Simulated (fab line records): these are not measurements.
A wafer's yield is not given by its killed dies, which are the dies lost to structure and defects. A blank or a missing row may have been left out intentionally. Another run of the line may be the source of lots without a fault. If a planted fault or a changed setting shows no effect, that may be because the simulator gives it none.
A lot that was struck, set against a sound lot ; flow sky130 ; 14 steps out of a route of 708
Sound: the wafers L680.4, L680.5, L680.6. Wafers L677.2, L677.3, L677.4 were the ones struck. The cause comes at the end.
Per side, at each step with rows, come the tool, then ch with its chambers, and then its first start. Under that, the readings that differ: sound wafers ; struck wafers ; difference of the means ; sigmas: that difference in standard deviations of wafers without a fault.
alike: readings whose means differ by less than 2 such deviations, and words and numbers that are the same on both sides. not compared: withheld readings, readings that some wafer has no value for, bounds like >300 that may hide the same value, and numbers for which the record gives no deviation and whose values overlap.
The two part at a step that has a row with sigmas, a row that says differs or no value, or rows on one side only. Numbers that don't overlap but have no deviation are shown without sigmas and don't part them. A reading missing from all wafers of one side parts the sides only when that side holds two or more wafers.

first, 1 step without rows for these wafers: SKY_VT_ADJUST_HVTR_DEVELOP_06 (develop time 60 s).
SKY_VT_ADJUST_HVTR_CD_MEAS_07 targets a cd of 380 nm.
  sound on cdSem-01, day 15 04:10; struck on cdSem-02, day 14 05:17
  alike: cdNm
SKY_VT_ADJUST_HVTR_OVL_MEAS_08:
  sound on overlay-02, day 15 04:14; struck on overlay-02, day 14 05:23
  alike: VT_ADJUST_HVTR_OVL
then, 1 step without rows for these wafers: SKY_VT_ADJUST_HVTR_IMPLANT_09.
SKY_VT_ADJUST_HVTR_STRIP_10: strips in O2/N2.
  sound on plasmaAsher-01 ch 0,1, day 15 04:26; struck on plasmaAsher-02 ch 0,1, day 14 05:34
reading;sound;struck;difference;sigmas
oesProductAu (a.u.);0.715 0.708 0.715;0.728 0.717 0.721;+0.009;+2
  alike: drypumpMotorCurrentA, stripTimeToEndpointS
  not compared: rfHoursCounterH
SKY_VT_ADJUST_HVTR_TW_MEAS_11:
  sound on filmMetro-04, day 15 04:32; struck on filmMetro-01, day 14 05:40
  alike: VT_ADJUST_HVTR_TW
then, 6 steps without rows for these wafers: SKY_VT_ADJUST_PCH_DEHYDRATE_00 (time 60 s); SKY_VT_ADJUST_PCH_HMDS_01 (prime time 60 s); SKY_VT_ADJUST_PCH_COAT_02 (resist thk 3000 nm); SKY_VT_ADJUST_PCH_SOFTBAKE_03; SKY_VT_ADJUST_PCH_EXPOSE_04 (exposes mask NWM, target cd 840 nm); SKY_VT_ADJUST_PCH_PEB_05.
SKY_VT_ADJUST_PCH_DEVELOP_06: develop time 60 s.
  struck on lithoTrack-01, day 15 08:00; sound on lithoTrack-02 ch 0, day 16 07:00
  no value came back on the struck wafers for chillPlateTempC (C), developTimeS (s); on the sound wafers chillPlateTempC (C) reads 23.29 22.85 22.90
SKY_VT_ADJUST_PCH_OVL_MEAS_07:
  sound on overlay-01, day 16 07:49; struck on overlay-01, day 15 08:15
reading;sound;struck;difference;sigmas
VT_ADJUST_PCH_OVL (nm);-2.3 -2.6 -3.8;- - -;no value on the struck wafers;

WHERE THEY PART
Last at SKY_VT_ADJUST_PCH_OVL_MEAS_07 as far as this record goes, first at SKY_VT_ADJUST_HVTR_STRIP_10.

WHY: what had been put in by the simulator
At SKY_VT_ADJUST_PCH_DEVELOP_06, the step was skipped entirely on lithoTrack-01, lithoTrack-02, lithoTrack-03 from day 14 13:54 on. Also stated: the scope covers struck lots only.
